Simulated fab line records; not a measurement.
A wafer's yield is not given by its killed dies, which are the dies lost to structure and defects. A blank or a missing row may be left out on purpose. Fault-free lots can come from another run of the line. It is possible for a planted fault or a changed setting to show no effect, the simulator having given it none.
fab line records	flow sky130
record lots=6	wafers=18	lastDay=50
route steps=708 shown PWDE@52 NWELL@56 PAD_OPEN@708
lots that met no fault: from a run of the same line without faults
startH: the number of hours between the record's first day and the start of the first shown wafer of the lot	waitH: hours since the lot's step before	" repeats the value in the row above	L1.1+2: several wafers, shown together as one row	- either no value or no given start	* or withheld: withheld	< > ~ a bound
route shown NAME@n: names a module that has steps shown in the file, with the first one's number in the route	usual: average and standard deviation across the fault-free wafers	same: alike in all rows	chamber/n: place in a boat	sites: per-site readings	_std_site: how widely they spread, as a standard deviation	_edge_site: the outer-site mean with the inner-site mean subtracted	radiusMm: for every site, how far away it sits from the centre of the wafer	mask NAME#n: copy n	behind: the most recent tool/chamber to have shaped the wafer	hold: the reason the lot was held/the length of the hold in hours/how it ended	device: the n, p or np transistor that did not switch	end of line: tests run on the same wafers once the route is complete	where a step has no rows: the recipe by itself	killed: dies lost to structure and defects at the first sort, not the wafer's yield	map: a wafer's dies, x killed, . not, _ none there
set.NAME: the setting that was run; set.NAME@STEP: the one run at that earlier step	model.NAME: the simulator's own value behind a step, which no gauge read
lots at some steps of the route; a table a step, a row a wafer
services: from which hour (startH, from the record's first day; less than 0 if before it) a tool's chamber was out of use, for how many hours, and why
## steps
# step SKY_PWDE_OVL_MEAS_07
# usual PWDE_OVL=-1.4/1.3
lot.wafer	tool	chamber	startH	waitH	PWDE_OVL[nm]
L668.3	overlay-02	-	117.88	-	0.0
L668.4	"	-	"	"	-0.1
L668.6	"	-	"	"	-0.9
L669.4	overlay-01	-	124.44	-	1.9
L669.5	"	-	"	"	-1.4
L669.6	"	-	"	"	1.2
L671.2	overlay-01	-	137.39	-	-2.3
L671.4	"	-	"	"	-2.7
L671.5	"	-	"	"	-0.3
L680.2	overlay-02	-	186.38	-	-0.1
L680.3	"	-	"	"	-1.2
L680.4	"	-	"	"	-0.9
L681.1	overlay-02	-	194.47	-	-0.9
L681.4	"	-	"	"	0.0
L681.6	"	-	"	"	-1.6
L682.2	overlay-02	-	203.07	-	-4.7
L682.3	"	-	"	"	-4.5
L682.4	"	-	"	"	-3.6
# step SKY_PWDE_IMPLANT_08
# recipe species=B	energyKev=150	doseCm2=3.6e+12	tiltDeg=withheld
# step SKY_PWDE_STRIP_09
# recipe chemistry=O2/N2	powerW=1400	pressureMtorr=1500	platenTempC=withheld	o2FlowSccm=3000	n2FlowSccm=300	overashFraction=0.5
# usual drypumpMotorCurrentA=5.7/0.33	oesProductAu=0.722/0.0047	stripTimeToEndpointS=36.91/0.13
lot.wafer	tool	chamber	startH	waitH	drypumpMotorCurrentA	oesProductAu	rfHoursCounterH	stripTimeToEndpointS
L668.3	plasmaAsher-03	1	118.09	0.1	5.4	0.714	-	36.91
L668.4	"	0	"	"	5.3	0.721	-	36.88
L668.6	"	0	"	"	5.3	0.722	-	36.92
L669.4	plasmaAsher-03	1	124.64	0.1	5.4	0.729	-	36.80
L669.5	"	1	"	"	5.5	0.722	-	36.72
L669.6	"	0	"	"	5.4	0.731	-	36.82
L671.2	plasmaAsher-03	0	137.57	0.1	5.4	0.721	42	36.91
L671.4	"	0	"	"	5.4	0.729	-	36.90
L671.5	"	0	"	"	5.4	0.719	-	36.82
L680.2	plasmaAsher-02	1	186.56	0.1	5.9	0.724	31	37.05
L680.3	"	1	"	"	5.9	0.721	-	37.07
L680.4	"	0	"	"	6.4	0.728	-	37.04
L681.1	plasmaAsher-03	0	194.65	0.1	5.4	0.721	49	36.84
L681.4	"	0	"	"	5.4	0.727	-	36.81
L681.6	"	0	"	"	5.4	0.725	-	36.77
L682.2	plasmaAsher-04	0	203.25	0.1	5.6	0.721	54	36.67
L682.3	"	1	"	"	5.8	0.728	-	36.77
L682.4	"	0	"	"	5.6	0.717	-	36.74
# step SKY_PWDE_TW_MEAS_10
# usual PWDE_TW=369.5/2.6
lot.wafer	tool	chamber	startH	waitH	PWDE_TW
L668.3	filmMetro-04	-	118.17	0.1	373.2
L668.4	"	-	"	"	372.5
L668.6	"	-	"	"	373.6
L669.4	filmMetro-01	-	124.73	0.1	367.8
L669.5	"	-	"	"	367.8
L669.6	"	-	"	"	370.3
L671.2	filmMetro-04	-	137.68	0.1	376.3
L671.4	"	-	"	"	374.6
L671.5	"	-	"	"	374.3
L680.2	filmMetro-01	-	186.70	0.1	370.8
L680.3	"	-	"	"	368.9
L680.4	"	-	"	"	370.3
L681.1	filmMetro-02	-	194.75	0.1	365.6
L681.4	"	-	"	"	365.6
L681.6	"	-	"	"	366.7
L682.2	filmMetro-01	-	203.36	0.1	368.4
L682.3	"	-	"	"	368.9
L682.4	"	-	"	"	369.3
# step SKY_NWELL_DEHYDRATE_03
# recipe tempC=200	timeS=60
# step SKY_NWELL_HMDS_04
# recipe primeTimeS=60	primeTempC=120
# step SKY_NWELL_COAT_05
# recipe spinRpm=2000	resistThkNm=3000
# step SKY_NWELL_SOFTBAKE_06
# recipe tempC=110	timeS=withheld
# step SKY_NWELL_EXPOSE_07
# recipe maskId=NWM	na=0.6	sourceShape=conventional	sigmaOuter=0.6	polarization=unpolarized	targetCdNm=840	doseMj=255
# step SKY_NWELL_PEB_08
# recipe tempC=115	timeS=withheld
# step SKY_NWELL_DEVELOP_09
# recipe wallAngleDeg=90	developer=TMAH	developTimeS=60	devTempC=23
# step SKY_NWELL_OVL_MEAS_10
# usual NWELL_00_OVL=-0.2/1.4
lot.wafer	tool	chamber	startH	waitH	NWELL_00_OVL[nm]
L668.3	overlay-02	-	137.05	-	-2.0
L668.4	"	-	"	"	-0.4
L668.6	"	-	"	"	-2.3
L669.4	overlay-01	-	143.79	-	0.7
L669.5	"	-	"	"	-1.6
L669.6	"	-	"	"	-2.5
L671.2	overlay-01	-	157.59	-	1.8
L671.4	"	-	"	"	1.7
L671.5	"	-	"	"	1.1
L680.2	overlay-02	-	208.89	-	-1.7
L680.3	"	-	"	"	-2.8
L680.4	"	-	"	"	1.9
L681.1	overlay-02	-	216.77	-	2.2
L681.4	"	-	"	"	0.7
L681.6	"	-	"	"	0.9
L682.2	overlay-01	-	224.70	-	0.2
L682.3	"	-	"	"	-0.6
L682.4	"	-	"	"	-1.3
# step SKY_NWELL_IMPLANT_11
# recipe species=P	energyKev=400	doseCm2=1.9e+13	tiltDeg=withheld
# usual beamEnergyKeV=400.02/0.13	endStationPressureTorr=5.08e-06/2.6e-07
lot.wafer	tool	chamber	startH	waitH	beamEnergyKeV	endStationPressureTorr	model.implant.rpNm	model.implant.drpNm
L668.3	implanter-01	0	137.12	0.1	399.98	5.3e-06	517.8	116.9
L668.4	"	0	"	"	399.80	4.98e-06	517.8	116.9
L668.6	"	0	"	"	399.87	4.81e-06	517.8	116.9
L669.4	implanter-04	0	143.88	0.1	399.94	5.35e-06	493.8	116.9
L669.5	"	0	"	"	400.06	5.25e-06	493.8	116.9
L669.6	"	0	"	"	400.07	5.22e-06	493.8	116.9
L671.2	implanter-03	0	157.65	0.0	400.20	5.1e-06	484.5	116.9
L671.4	"	0	"	"	400.06	5.16e-06	484.5	116.9
L671.5	"	0	"	"	400.12	5.1e-06	484.5	116.9
L680.2	implanter-03	0	208.95	0.0	477.24	4.89e-06	593.9	127.5
L680.3	"	0	"	"	477.20	5.29e-06	593.9	127.5
L680.4	"	0	"	"	477.26	5.57e-06	593.9	127.5
L681.1	implanter-03	0	216.80	0.0	477.07	5.3e-06	592.4	127.5
L681.4	"	0	"	"	477.06	4.68e-06	592.4	127.5
L681.6	"	0	"	"	477.06	5.66e-06	592.4	127.5
L682.2	implanter-01	0	224.75	0.0	399.93	5.49e-06	497.7	116.9
L682.3	"	0	"	"	399.98	4.85e-06	497.7	116.9
L682.4	"	0	"	"	399.89	4.84e-06	497.7	116.9
# step SKY_NWELL_IMPLANT_12
# recipe species=P	energyKev=120	doseCm2=1.3e+12	tiltDeg=withheld
# step SKY_NWELL_IMPLANT_13
# recipe species=P	energyKev=50	doseCm2=7e+11	tiltDeg=withheld
# step SKY_NWELL_STRIP_14
# recipe chemistry=O2/N2	powerW=1400	pressureMtorr=1500	platenTempC=withheld	o2FlowSccm=3000	n2FlowSccm=300	overashFraction=0.5
# usual drypumpMotorCurrentA=5.8/0.38	oesProductAu=0.722/0.0046	stripTimeToEndpointS=36.89/0.1
lot.wafer	tool	chamber	startH	waitH	drypumpMotorCurrentA	oesProductAu	rfHoursCounterH	stripTimeToEndpointS
L668.3	plasmaAsher-01	1	137.56	0.1	5.9	0.720	-	36.77
L668.4	"	0	"	"	5.0	0.716	-	36.77
L668.6	"	0	"	"	5.1	0.720	-	36.80
L669.4	plasmaAsher-04	1	144.29	0.1	5.7	0.726	-	36.70
L669.5	"	1	"	"	5.7	0.725	-	36.74
L669.6	"	0	"	"	5.6	0.720	-	36.69
L671.2	plasmaAsher-01	1	158.07	0.1	5.9	0.723	5	36.79
L671.4	"	0	"	"	5.0	0.719	-	36.79
L671.5	"	0	"	"	5.0	0.723	-	36.82
L680.2	plasmaAsher-02	1	209.37	0.1	5.9	0.725	34	36.77
L680.3	"	0	"	"	6.4	0.718	-	36.83
L680.4	"	1	"	"	5.9	0.727	-	36.77
L681.1	plasmaAsher-04	0	217.25	0.1	5.6	0.724	56	36.86
L681.4	"	1	"	"	5.7	0.724	-	36.91
L681.6	"	0	"	"	5.5	0.723	-	36.88
L682.2	plasmaAsher-04	0	225.18	0.1	5.6	0.717	57	36.98
L682.3	"	0	"	"	5.5	0.723	-	37.00
L682.4	"	1	"	"	5.7	0.719	-	36.99
# step SKY_NWELL_TW_MEAS_15
# usual NWELL_TW=1799/15
lot.wafer	tool	chamber	startH	waitH	NWELL_TW
L668.3	filmMetro-01	-	137.64	0.1	1784
L668.4	"	-	"	"	1781
L668.6	"	-	"	"	1789
L669.4	filmMetro-04	-	144.38	0.1	1821
L669.5	"	-	"	"	1842
L669.6	"	-	"	"	1839
L671.2	filmMetro-01	-	158.18	0.1	1795
L671.4	"	-	"	"	1792
L671.5	"	-	"	"	1794
L680.2	filmMetro-01	-	209.48	0.1	1822
L680.3	"	-	"	"	1824
L680.4	"	-	"	"	1818
L681.1	filmMetro-02	-	217.35	0.1	1820
L681.4	"	-	"	"	1823
L681.6	"	-	"	"	1831
L682.2	filmMetro-02	-	225.29	0.1	1798
L682.3	"	-	"	"	1806
L682.4	"	-	"	"	1798
# step SKY_NWELL_DEHYDRATE_16
# recipe tempC=200	timeS=60
# step SKY_NWELL_HMDS_17
# recipe primeTimeS=60	primeTempC=120
# step SKY_NWELL_COAT_18
# recipe spinRpm=2000	resistThkNm=3000
# step SKY_NWELL_SOFTBAKE_19
# recipe tempC=110	timeS=withheld
# step SKY_NWELL_EXPOSE_20
# recipe maskId=NWM_COMPLEMENT	na=0.6	sourceShape=conventional	sigmaOuter=0.6	polarization=unpolarized	targetCdNm=840	doseMj=260
# step SKY_NWELL_PEB_21
# recipe tempC=115	timeS=withheld
# step SKY_NWELL_DEVELOP_22
# recipe wallAngleDeg=90	developer=TMAH	developTimeS=60	devTempC=23
# step SKY_NWELL_OVL_MEAS_23
# usual NWELL_01_OVL=0.0/1.3
lot.wafer	tool	chamber	startH	waitH	NWELL_01_OVL[nm]
L668.3	overlay-01	-	157.25	-	1.4
L668.4	"	-	"	"	0.9
L668.6	"	-	"	"	1.5
L669.4	overlay-01	-	164.46	-	-0.5
L669.5	"	-	"	"	1.0
L669.6	"	-	"	"	-0.3
L671.2	overlay-01	-	177.87	-	-0.4
L671.4	"	-	"	"	-2.2
L671.5	"	-	"	"	-1.1
L680.2	overlay-02	-	231.89	-	1.1
L680.3	"	-	"	"	3.4
L680.4	"	-	"	"	2.6
L681.1	overlay-01	-	240.54	-	0.9
L681.4	"	-	"	"	-0.7
L681.6	"	-	"	"	-0.6
L682.2	overlay-01	-	248.74	-	1.1
L682.3	"	-	"	"	-0.4
L682.4	"	-	"	"	-0.6
# step SKY_NWELL_IMPLANT_24
# recipe species=B	energyKev=140	doseCm2=9.2e+12	tiltDeg=withheld
# step SKY_NWELL_STRIP_25
# recipe chemistry=O2/N2	powerW=1400	pressureMtorr=1500	platenTempC=withheld	o2FlowSccm=3000	n2FlowSccm=300	overashFraction=0.5
# usual drypumpMotorCurrentA=5.7/0.38	oesProductAu=0.723/0.0045	stripTimeToEndpointS=36.92/0.094
lot.wafer	tool	chamber	startH	waitH	drypumpMotorCurrentA	oesProductAu	rfHoursCounterH	stripTimeToEndpointS
L668.3	plasmaAsher-04	0	157.46	0.1	5.5	0.722	-	36.87
L668.4	"	1	"	"	5.8	0.716	-	36.93
L668.6	"	0	"	"	5.5	0.720	-	36.91
L669.4	plasmaAsher-04	1	164.66	0.1	5.7	0.721	-	36.93
L669.5	"	0	"	"	5.5	0.722	-	36.95
L669.6	"	1	"	"	5.7	0.726	-	36.90
L671.2	plasmaAsher-01	0	178.05	0.1	5.1	0.714	8	36.92
L671.4	"	0	"	"	5.1	0.724	-	36.93
L671.5	"	0	"	"	5.1	0.721	-	36.97
L680.2	plasmaAsher-04	1	232.07	0.1	5.7	0.730	58	36.89
L680.3	"	1	"	"	5.7	0.726	-	36.82
L680.4	"	0	"	"	5.5	0.727	-	36.92
L681.1	plasmaAsher-02	1	240.73	0.1	5.9	0.718	38	36.95
L681.4	"	1	"	"	5.9	0.722	-	36.91
L681.6	"	0	"	"	6.4	0.719	-	36.98
L682.2	plasmaAsher-01	1	248.92	0.1	5.9	0.729	12	36.89
L682.3	"	0	"	"	5.1	0.726	-	36.97
L682.4	"	1	"	"	5.9	0.723	-	36.94
# step SKY_NWELL_TW_MEAS_26
# usual NWELL_2_TW=490/3.9
lot.wafer	tool	chamber	startH	waitH	NWELL_2_TW
L668.3	filmMetro-01	-	157.54	0.1	490
L668.4	"	-	"	"	491
L668.6	"	-	"	"	488
L669.4	filmMetro-02	-	164.75	0.1	487
L669.5	"	-	"	"	489
L669.6	"	-	"	"	486
L671.2	filmMetro-02	-	178.16	0.1	488
L671.4	"	-	"	"	487
L671.5	"	-	"	"	485
L680.2	filmMetro-01	-	232.18	0.1	491
L680.3	"	-	"	"	490
L680.4	"	-	"	"	488
L681.1	filmMetro-01	-	240.83	0.1	488
L681.4	"	-	"	"	487
L681.6	"	-	"	"	491
L682.2	filmMetro-02	-	249.03	0.1	486
L682.3	"	-	"	"	487
L682.4	"	-	"	"	489
# step SKY_NWELL_CLEAN_27
# recipe chemistry=SC1/SC2	mix=1:4:20	tempC=70	timeS=150	dry=n2Spin
# step SKY_NWELL_RTA_28
# recipe tempC=1050	timeS=30	idleTempC=650	rampUpCPerS=150	rampDownCPerS=90	ambient=N2
# usual lampPowerPct=25.31/0.051	rampDownCPerS=90.001/0.017	wafer_temp_C_max=1054.9/1
lot.wafer	tool	chamber	startH	waitH	lampPowerPct	rampDownCPerS	wafer_temp_C_max
L668.3	rtpAnneal-02	0	157.67	0.0	25.23	89.985	1054.9
L668.4	"	0	"	"	25.35	90.005	1054.3
L668.6	"	0	"	"	25.27	89.995	1055.0
L669.4	rtpAnneal-02	0	164.88	0.1	25.34	89.980	1053.7
L669.5	"	0	"	"	25.35	89.991	1054.3
L669.6	"	0	"	"	25.30	90.016	1054.8
L671.2	rtpAnneal-01	0	178.28	0.0	25.26	90.005	1054.0
L671.4	"	0	"	"	25.35	90.023	1053.7
L671.5	"	0	"	"	25.21	90.006	1054.1
L680.2	rtpAnneal-02	0	232.30	0.0	25.30	89.965	1054.8
L680.3	"	0	"	"	25.40	90.014	1054.1
L680.4	"	0	"	"	25.25	89.984	1055.0
L681.1	rtpAnneal-02	0	240.94	0.0	25.34	89.994	1053.8
L681.4	"	0	"	"	25.28	90.004	1055.4
L681.6	"	0	"	"	25.29	90.006	1053.6
L682.2	rtpAnneal-01	0	249.15	0.0	25.26	89.987	1053.2
L682.3	"	0	"	"	25.34	89.991	1053.6
L682.4	"	0	"	"	25.27	90.008	1056.1
# step SKY_NWELL_RS_MEAS_29
# recipe thkMeasGauge=four-point-probe
# usual NWELL_RS=625.3/1.8
lot.wafer	tool	chamber	startH	waitH	NWELL_RS[ohm/sq]
L668.3	filmMetro-02	-	157.77	0.1	626.3
L668.4	"	-	"	"	626.7
L668.6	"	-	"	"	626.0
L669.4	filmMetro-01	-	164.99	0.1	625.0
L669.5	"	-	"	"	623.5
L669.6	"	-	"	"	623.2
L671.2	filmMetro-02	-	178.38	0.1	626.3
L671.4	"	-	"	"	627.4
L671.5	"	-	"	"	624.2
L680.2	filmMetro-02	-	232.41	0.1	602.8
L680.3	"	-	"	"	602.7
L680.4	"	-	"	"	600.1
L681.1	filmMetro-04	-	241.04	0.1	605.2
L681.4	"	-	"	"	605.8
L681.6	"	-	"	"	604.2
L682.2	filmMetro-01	-	249.26	0.1	622.6
L682.3	"	-	"	"	622.1
L682.4	"	-	"	"	623.5
# step SKY_PAD_OPEN_PROBE_99
# usual killed_at_M0_to_M3=44/8.6	killed_at_M4_up=3.4/1.9	killedAtContacts=23/5.7	killedAtFrontEnd=15/4.5	killedAtOther=0.4/0.62	killedDies=86/11	killedOpen=46/7.6	killedShort=39/6.3
# same grossDies=492	killedAtBackSide=0
lot.wafer	tool	chamber	startH	waitH	killed_at_M0_to_M3	killed_at_M4_up	killedAtContacts	killedAtFrontEnd	killedAtOther	killedDies	killedOpen	killedShort	model.etest.nfet_16v.rOnOhmUm	model.etest.pfet_16v.rOnOhmUm	model.etest.resNwell.lineOhmUm	model.etest.resNwell.rsOhmSq	model.etest.pfetG5v0d10v5.rOnOhmUm	model.etest.tip_p_5v.rsOhmSq	model.etest.pfet_16v.driveUaUm	model.etest.pfetG5v0d10v5.driveUaUm
L668.3	prober-02	-	1143.39	0.2	46	5	16	10	0	77	44	33	1.431e+04	1.515e+04	1064	899.3	4763	2804	250.6	348
L668.4	prober-02	-	1143.44	0.2	55	3	17	8	0	83	42	41	1.441e+04	1.526e+04	1063	894.6	4694	2822	251.4	350.1
L668.6	prober-02	-	1143.54	0.2	53	0	18	13	2	86	39	47	1.445e+04	1.501e+04	1036	892.6	4649	2798	252.2	350.8
L669.4	prober-02	-	1146.11	0.2	41	6	22	22	0	91	55	36	1.402e+04	1.552e+04	1132	967	4686	2877	243.8	345.4
L669.5	prober-02	-	1146.16	0.2	32	3	24	21	0	80	40	40	1.389e+04	1.538e+04	1132	954	4688	2870	246.7	347.4
L669.6	prober-02	-	1146.21	0.2	44	2	26	19	0	91	56	35	1.409e+04	1.616e+04	1175	989.9	4723	2874	236.7	344.9
L671.2	prober-02	-	1159.50	0.1	27	1	18	15	0	61	34	26	1.398e+04	1.515e+04	1195	994.8	4749	2883	247.2	341.1
L671.4	prober-02	-	1159.60	0.2	42	4	12	14	0	72	33	36	1.396e+04	1.522e+04	1218	1015	4740	2861	245.8	344.8
L671.5	prober-02	-	1159.65	0.2	33	2	26	15	0	76	45	31	1.377e+04	1.497e+04	1181	985.6	4720	2888	248.9	346.9
L680.2	prober-01	-	1194.97	0.1	45	5	18	17	0	85	52	33	1.646e+04	1.478e+04	892.3	751.4	4590	2712	261.1	364.1
L680.3	prober-01	-	1195.02	0.2	39	3	22	13	1	78	43	34	1.652e+04	1.459e+04	886.1	751.3	4587	2722	261.7	359.8
L680.4	prober-01	-	1195.07	0.2	33	2	15	10	1	61	34	27	1.636e+04	1.473e+04	881	756.3	4654	2714	259.1	359.8
L681.1	prober-02	-	1200.79	0.1	42	1	36	14	0	93	48	45	1.648e+04	1.414e+04	855.8	740.9	4630	2747	269.6	358.2
L681.4	prober-02	-	1200.94	0.2	45	5	19	22	1	92	48	43	1.642e+04	1.462e+04	880	759.7	4665	2709	263.5	356.6
L681.6	prober-02	-	1201.04	0.2	47	1	23	13	0	84	53	30	1.663e+04	1.442e+04	862.8	740	4721	2719	265.3	353.2
L682.2	prober-01	-	1202.02	0.1	26	7	31	14	0	78	44	33	1.429e+04	1.523e+04	1120	943.1	4749	2858	247.3	340.6
L682.3	prober-01	-	1202.07	0.2	45	4	32	28	0	109	52	56	1.425e+04	1.537e+04	1134	955.8	4699	2858	246.5	344.2
L682.4	prober-01	-	1202.12	0.2	50	4	36	13	0	103	58	44	1.411e+04	1.541e+04	1133	956.3	4672	2878	246.6	349.9
# killed by level:class
L668.3 VIA1:geometricParticle:open=11 VIA3:geometricParticle:open=7 CONTACT:geometricParticle:open=6 VIA2:geometricParticle:open=5 METAL4:geometricParticle:short=5 METAL1:geometricParticle:short=5 VIA1:geometricParticle:short=5 LI_CONTACT:geometricParticle:open=4
L668.4 VIA3:geometricParticle:open=13 VIA1:geometricParticle:open=10 VIA2:geometricParticle:open=7 METAL1:geometricParticle:short=6 CONTACT:geometricParticle:open=5 VIA3:geometricParticle:short=5 LOCAL_INTERCONNECT:geometricParticle:short=4 CONTACT:geometricParticle:short=4
L668.6 VIA3:geometricParticle:open=8 VIA3:geometricParticle:short=8 CONTACT:geometricParticle:open=7 METAL2:geometricParticle:short=6 VIA1:geometricParticle:open=6 LOCAL_INTERCONNECT:geometricParticle:short=5 VIA2:geometricParticle:short=5 VIA2:geometricParticle:open=5
L669.4 CONTACT:geometricParticle:open=9 VIA2:geometricParticle:open=9 LI_CONTACT:geometricParticle:open=8 VIA1:geometricParticle:open=7 VIA3:geometricParticle:open=7 METAL4:geometricParticle:short=6 POLY_GATE:geometricParticle:open=6 METAL2:geometricParticle:short=5
L669.5 CONTACT:geometricParticle:open=10 FIELD_ISO:geometricParticle:short=9 VIA3:geometricParticle:open=8 VIA1:geometricParticle:open=7 FIELD_ISO:geometricParticle:open=4 LI_CONTACT:geometricParticle:open=4 LOCAL_INTERCONNECT:geometricParticle:short=4 POLY_GATE:geometricParticle:open=3
L669.6 VIA1:geometricParticle:open=12 CONTACT:geometricParticle:open=12 METAL1:geometricParticle:short=9 FIELD_ISO:geometricParticle:open=8 VIA3:geometricParticle:open=6 LI_CONTACT:geometricParticle:open=5 FIELD_ISO:geometricParticle:short=4 LOCAL_INTERCONNECT:geometricParticle:short=4
L671.2 CONTACT:geometricParticle:open=8 POLY_GATE:geometricParticle:open=5 POLY_GATE:geometricParticle:short=5 VIA3:geometricParticle:open=5 VIA1:geometricParticle:open=4 LI_CONTACT:geometricParticle:open=3 LI_CONTACT:geometricParticle:short=3 METAL1:geometricParticle:short=3
L671.4 VIA1:geometricParticle:open=8 VIA3:geometricParticle:open=8 CONTACT:geometricParticle:short=5 METAL1:geometricParticle:short=5 METAL3:geometricParticle:short=5 VIA2:geometricParticle:open=4 POLY_GATE:geometricParticle:short=3 LI_CONTACT:geometricParticle:open=3
L671.5 LI_CONTACT:geometricParticle:open=9 CONTACT:geometricParticle:open=9 VIA1:geometricParticle:open=7 VIA2:geometricParticle:open=6 METAL2:geometricParticle:short=5 POLY_GATE:geometricParticle:short=4 METAL1:geometricParticle:short=4 CONTACT:geometricParticle:short=4
L680.2 VIA1:geometricParticle:open=11 VIA2:geometricParticle:open=9 LI_CONTACT:geometricParticle:open=8 METAL3:geometricParticle:short=6 POLY_GATE:geometricParticle:open=5 METAL2:geometricParticle:short=5 FIELD_ISO:geometricParticle:open=4 METAL1:geometricParticle:short=4
L680.3 CONTACT:geometricParticle:open=9 METAL1:geometricParticle:short=8 VIA1:geometricParticle:open=8 VIA2:geometricParticle:open=7 LI_CONTACT:geometricParticle:open=6 METAL2:geometricParticle:short=6 POLY_GATE:geometricParticle:short=5 VIA2:geometricParticle:short=4
L680.4 LI_CONTACT:geometricParticle:open=5 METAL1:geometricParticle:short=5 METAL2:geometricParticle:short=5 CONTACT:geometricParticle:short=4 CONTACT:geometricParticle:open=4 METAL1:geometricParticle:open=4 VIA1:geometricParticle:open=4 VIA2:geometricParticle:open=4
L681.1 LI_CONTACT:geometricParticle:open=9 CONTACT:geometricParticle:open=9 LOCAL_INTERCONNECT:geometricParticle:short=7 VIA2:geometricParticle:open=7 VIA1:geometricParticle:short=7 CONTACT:geometricParticle:short=6 VIA1:geometricParticle:open=5 VIA3:geometricParticle:open=5
L681.4 FIELD_ISO:geometricParticle:open=9 LI_CONTACT:geometricParticle:open=8 VIA1:geometricParticle:open=8 METAL1:geometricParticle:short=7 CONTACT:geometricParticle:open=6 VIA1:geometricParticle:short=6 VIA2:geometricParticle:open=6 METAL4:geometricParticle:short=5
L681.6 VIA1:geometricParticle:open=12 CONTACT:geometricParticle:open=9 VIA2:geometricParticle:open=9 LI_CONTACT:geometricParticle:open=8 VIA1:geometricParticle:short=6 POLY_GATE:geometricParticle:open=5 METAL1:geometricParticle:short=4 VIA3:geometricParticle:open=4
L682.2 CONTACT:geometricParticle:open=11 LI_CONTACT:geometricParticle:open=10 VIA1:geometricParticle:open=9 METAL4:geometricParticle:short=6 LOCAL_INTERCONNECT:geometricParticle:short=5 CONTACT:geometricParticle:short=5 FIELD_ISO:geometricParticle:open=4 FIELD_ISO:geometricParticle:short=4
L682.3 VIA1:geometricParticle:open=10 LI_CONTACT:geometricParticle:open=9 CONTACT:geometricParticle:open=9 POLY_GATE:geometricParticle:short=8 VIA2:geometricParticle:open=6 FIELD_ISO:geometricParticle:short=5 POLY_GATE:geometricParticle:open=5 LOCAL_INTERCONNECT:geometricParticle:short=5
L682.4 LI_CONTACT:geometricParticle:open=14 VIA1:geometricParticle:open=9 VIA3:geometricParticle:open=9 CONTACT:geometricParticle:open=8 METAL1:geometricParticle:short=7 VIA2:geometricParticle:open=7 LOCAL_INTERCONNECT:geometricParticle:short=5 CONTACT:geometricParticle:short=5
## services
tool	chamber	startH	hours	kind
plasmaAsher-01	-	100.75	3.1	repair
rtpAnneal-02	-	105.71	5.2	pm
plasmaAsher-01	-	108.36	2.7	repair
plasmaAsher-02	-	109.33	1.5	repair
plasmaAsher-01	-	111.09	9.0	pm
plasmaAsher-01	0	111.09	9.0	ventCycle
plasmaAsher-01	1	111.09	9.0	ventCycle
plasmaAsher-01	0	120.09	-	clean
plasmaAsher-01	1	120.09	-	clean
plasmaAsher-02	-	122.32	58.8	repair
implanter-04	-	124.91	3.0	repair
implanter-04	-	139.68	1.7	repair
implanter-03	-	150.08	0.6	repair
implanter-01	-	159.29	1.2	repair
plasmaAsher-04	-	187.11	1.5	repair
plasmaAsher-01	-	195.03	28.6	pm
plasmaAsher-03	-	208.25	1.2	repair
implanter-01	-	209.83	3.8	pm
plasmaAsher-03	-	236.83	0.5	repair
implanter-03	-	247.06	2.2	repair
## key
firstSign step=SKY_NWELL_IMPLANT_11	reading=beamEnergyKeV	direction=up	sigmas=99+	usual=*	struck=*
effect step=SKY_NWELL_TW_MEAS_15	reading=NWELL_TW	direction=up	sigmas=1.6	usual=1799	struck=1823
effect step=SKY_NWELL_RS_MEAS_29	reading=NWELL_RS	direction=down	sigmas=12	usual=625.3	struck=603.5
modelEffect step=SKY_NWELL_IMPLANT_11	value=implant.rpNm	without=506.9	struck=593.2
modelEffect step=SKY_PAD_OPEN_PROBE_99	value=etest.nfet_16v.rOnOhmUm	without=1.42e+04	struck=1.648e+04
metAt SKY_NWELL_IMPLANT_11
struckWafers L680.2,L680.3,L680.4,L681.1,L681.4,L681.6
testerLeftOut L680,L681
onsetBetween 157.65 208.95
fault kind=processParameterDrift	tool=implanter-03	chamber=-	onsetH=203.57	steps=SKY_NWELL_IMPLANT_11	channel=energyKev	offset=*	shape=step	endH=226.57	actsIn=*	stated=*
# testerLeftOut: of these lots the tester's yield and bins aren't shown, on N5 and GAA mostly nor the transistor test; their killed dies are dies lost to structure and defects alone, not to doping, threshold or leakage, so they don't give the yield
